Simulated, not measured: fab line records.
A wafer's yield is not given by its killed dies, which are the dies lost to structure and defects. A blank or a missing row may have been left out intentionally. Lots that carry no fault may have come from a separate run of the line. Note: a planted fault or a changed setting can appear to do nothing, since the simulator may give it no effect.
Tool commonality check || flow gf180mcu || 11 lots and 33 wafers in the sample

## WHY THIS WAS OPENED
On 3 of the 11 lots, a flag is raised at GF_HV_LDD_CD_MEAS_46 on the reading cd nm. Fault-free wafers read 399.4 nm, with a standard deviation of 2.4.
Rule: flag the lot when none of its wafers has a number, or when each of its wafers that has one lies beyond 4 standard deviations from that mean. As for the other lots, they are considered sound.

{"lot": "L124", "measured": "day 14 09:22", "on": "cd sem-02", "cd nm (nm), wafer by wafer": "400.7 400.7 404.1", "flag": ""}
{"lot": "L125", "measured": "day 14 15:16", "on": "cd sem-01", "cd nm (nm), wafer by wafer": "400.1 402.6 401.5", "flag": ""}
{"lot": "L126", "measured": "day 14 22:34", "on": "cd sem-02", "cd nm (nm), wafer by wafer": "397.9 398.5 399.6", "flag": ""}
{"lot": "L127", "measured": "day 15 03:58", "on": "cd sem-01", "cd nm (nm), wafer by wafer": "539.0 540.0 538.2", "flag": "FLAGGED"}
{"lot": "L128", "measured": "day 15 15:37", "on": "cd sem-02", "cd nm (nm), wafer by wafer": "395.7 396.8 396.5", "flag": ""}
{"lot": "L129", "measured": "day 15 21:50", "on": "cd sem-01", "cd nm (nm), wafer by wafer": "537.5 540.0 537.3", "flag": "FLAGGED"}
{"lot": "L130", "measured": "day 16 02:31", "on": "cd sem-02", "cd nm (nm), wafer by wafer": "539.4 539.1 538.7", "flag": "FLAGGED"}
{"lot": "L137", "measured": "day 18 16:41", "on": "cd sem-01", "cd nm (nm), wafer by wafer": "398.4 402.2 402.9", "flag": ""}
{"lot": "L142", "measured": "day 20 00:25", "on": "cd sem-02", "cd nm (nm), wafer by wafer": "401.1 402.0 401.8", "flag": ""}
{"lot": "L144", "measured": "day 20 17:46", "on": "cd sem-01", "cd nm (nm), wafer by wafer": "402.1 402.3 401.1", "flag": ""}
{"lot": "L145", "measured": "day 21 03:19", "on": "cd sem-02", "cd nm (nm), wafer by wafer": "405.7 403.8 401.7", "flag": ""}
On average the flagged lots' numbers are 538.8 nm, which is +139.4 nm against the usual, or +58 standard deviations.

## LOT BY LOT: THE TOOL USED
The record holds 3 process steps before the reading, out of a route of 602 steps. Each cell gives the tool, then ch followed by the chambers the sampled wafers passed through, then the start.
{"lot": "L124", "flag": "", "GF_VT_IMPLANT_STRIP_31": "plasma asher-01 ch 0,1, day 7 23:01", "GF_HV_LDD_STRIP_10": "plasma asher-04 ch 0,1, day 11 17:07", "GF_HV_LDD_COAT_41": "litho track-02 ch 0, day 13 22:10"}
{"lot": "L125", "flag": "", "GF_VT_IMPLANT_STRIP_31": "plasma asher-04 ch 0,1, day 8 03:57", "GF_HV_LDD_STRIP_10": "plasma asher-03 ch 0,1, day 11 21:58", "GF_HV_LDD_COAT_41": "litho track-04 ch 0, day 14 03:40"}
{"lot": "L126", "flag": "", "GF_VT_IMPLANT_STRIP_31": "plasma asher-03 ch 1, day 8 10:53", "GF_HV_LDD_STRIP_10": "plasma asher-03 ch 0,1, day 12 05:52", "GF_HV_LDD_COAT_41": "litho track-04 ch 0, day 14 11:34"}
{"lot": "L127", "flag": "FLAGGED", "GF_VT_IMPLANT_STRIP_31": "plasma asher-03 ch 0,1, day 8 18:42", "GF_HV_LDD_STRIP_10": "plasma asher-02 ch 0,1, day 12 12:53", "GF_HV_LDD_COAT_41": "litho track-04 ch 0, day 14 17:28"}
{"lot": "L128", "flag": "", "GF_VT_IMPLANT_STRIP_31": "plasma asher-04 ch 0,1, day 8 23:33", "GF_HV_LDD_STRIP_10": "plasma asher-03 ch 0,1, day 12 22:13", "GF_HV_LDD_COAT_41": "litho track-02 ch 0, day 15 03:22"}
{"lot": "L129", "flag": "FLAGGED", "GF_VT_IMPLANT_STRIP_31": "plasma asher-04 ch 0,1, day 9 07:43", "GF_HV_LDD_STRIP_10": "plasma asher-03 ch 0,1, day 13 03:38", "GF_HV_LDD_COAT_41": "litho track-04 ch 0, day 15 10:35"}
{"lot": "L130", "flag": "FLAGGED", "GF_VT_IMPLANT_STRIP_31": "plasma asher-03 ch 0, day 9 14:32", "GF_HV_LDD_STRIP_10": "plasma asher-04 ch 0,1, day 13 07:38", "GF_HV_LDD_COAT_41": "litho track-04 ch 0, day 15 15:01"}
{"lot": "L137", "flag": "", "GF_VT_IMPLANT_STRIP_31": "plasma asher-03 ch 0,1, day 11 16:33", "GF_HV_LDD_STRIP_10": "plasma asher-04 ch 0, day 15 16:02", "GF_HV_LDD_COAT_41": "litho track-02 ch 0, day 18 04:11"}
{"lot": "L142", "flag": "", "GF_VT_IMPLANT_STRIP_31": "plasma asher-04 ch 0,1, day 12 21:25", "GF_HV_LDD_STRIP_10": "plasma asher-02 ch 0,1, day 16 22:43", "GF_HV_LDD_COAT_41": "litho track-04 ch 0, day 19 11:31"}
{"lot": "L144", "flag": "", "GF_VT_IMPLANT_STRIP_31": "plasma asher-03 ch 0,1, day 13 11:37", "GF_HV_LDD_STRIP_10": "plasma asher-03 ch 0,1, day 17 13:37", "GF_HV_LDD_COAT_41": "litho track-04 ch 0, day 20 04:16"}
{"lot": "L145", "flag": "", "GF_VT_IMPLANT_STRIP_31": "plasma asher-01 ch 0,1, day 13 17:54", "GF_HV_LDD_STRIP_10": "plasma asher-04 ch 0, day 18 00:19", "GF_HV_LDD_COAT_41": "litho track-02 ch 0, day 20 14:34"}
What the steps here do:
- GF_VT_IMPLANT_STRIP_31: strips in O2/N2.
- GF_HV_LDD_STRIP_10: strips in O2/N2.
- GF_HV_LDD_COAT_41: resist thk 1000 nm.
- GF_HV_LDD_CD_MEAS_46: target cd 400 nm.

## FLAGGED AGAINST TOTAL, ONE TOOL AT A TIME (gauges that did the reading follow at the end)
{"step": "GF_VT_IMPLANT_STRIP_31", "tool": "plasma asher-01", "lots run": 2, "flagged": 0, "share of the flagged lots": "none", "sound lots run after its first flagged lot": "-"}
{"step": "GF_VT_IMPLANT_STRIP_31", "tool": "plasma asher-03", "lots run": 5, "flagged": 2, "share of the flagged lots": "some", "sound lots run after its first flagged lot": "2 (L137,L144)"}
{"step": "GF_VT_IMPLANT_STRIP_31", "tool": "plasma asher-04", "lots run": 4, "flagged": 1, "share of the flagged lots": "some", "sound lots run after its first flagged lot": "1 (L142)"}
{"step": "GF_HV_LDD_STRIP_10", "tool": "plasma asher-02", "lots run": 2, "flagged": 1, "share of the flagged lots": "some", "sound lots run after its first flagged lot": "1 (L142)"}
{"step": "GF_HV_LDD_STRIP_10", "tool": "plasma asher-03", "lots run": 5, "flagged": 1, "share of the flagged lots": "some", "sound lots run after its first flagged lot": "1 (L144)"}
{"step": "GF_HV_LDD_STRIP_10", "tool": "plasma asher-04", "lots run": 4, "flagged": 1, "share of the flagged lots": "some", "sound lots run after its first flagged lot": "2 (L137,L145)"}
{"step": "GF_HV_LDD_COAT_41", "tool": "litho track-02", "lots run": 4, "flagged": 0, "share of the flagged lots": "none", "sound lots run after its first flagged lot": "-"}
{"step": "GF_HV_LDD_COAT_41", "tool": "litho track-04", "lots run": 7, "flagged": 3, "share of the flagged lots": "all", "sound lots run after its first flagged lot": "2 (L142,L144)"}
{"step": "GF_HV_LDD_CD_MEAS_46", "tool": "cd sem-01", "lots run": 5, "flagged": 2, "share of the flagged lots": "some", "sound lots run after its first flagged lot": "2 (L137,L144)"}
{"step": "GF_HV_LDD_CD_MEAS_46", "tool": "cd sem-02", "lots run": 6, "flagged": 1, "share of the flagged lots": "some", "sound lots run after its first flagged lot": "2 (L142,L145)"}

## WHAT THE TABLE ALLOWS
All flagged lots share 1 row of the table, namely litho track-04 at GF_HV_LDD_COAT_41.
- litho track-04 at GF_HV_LDD_COAT_41: 3 of its 7 lots flagged. Lots that were sound ran on it after the first flagged one (L142, L144); a persistent fault on the entire tool would not allow that.
None of the table's rows ran every flagged lot and, after the first, no sound lot.

## WHAT WAS PUT IN BY THE SIMULATOR
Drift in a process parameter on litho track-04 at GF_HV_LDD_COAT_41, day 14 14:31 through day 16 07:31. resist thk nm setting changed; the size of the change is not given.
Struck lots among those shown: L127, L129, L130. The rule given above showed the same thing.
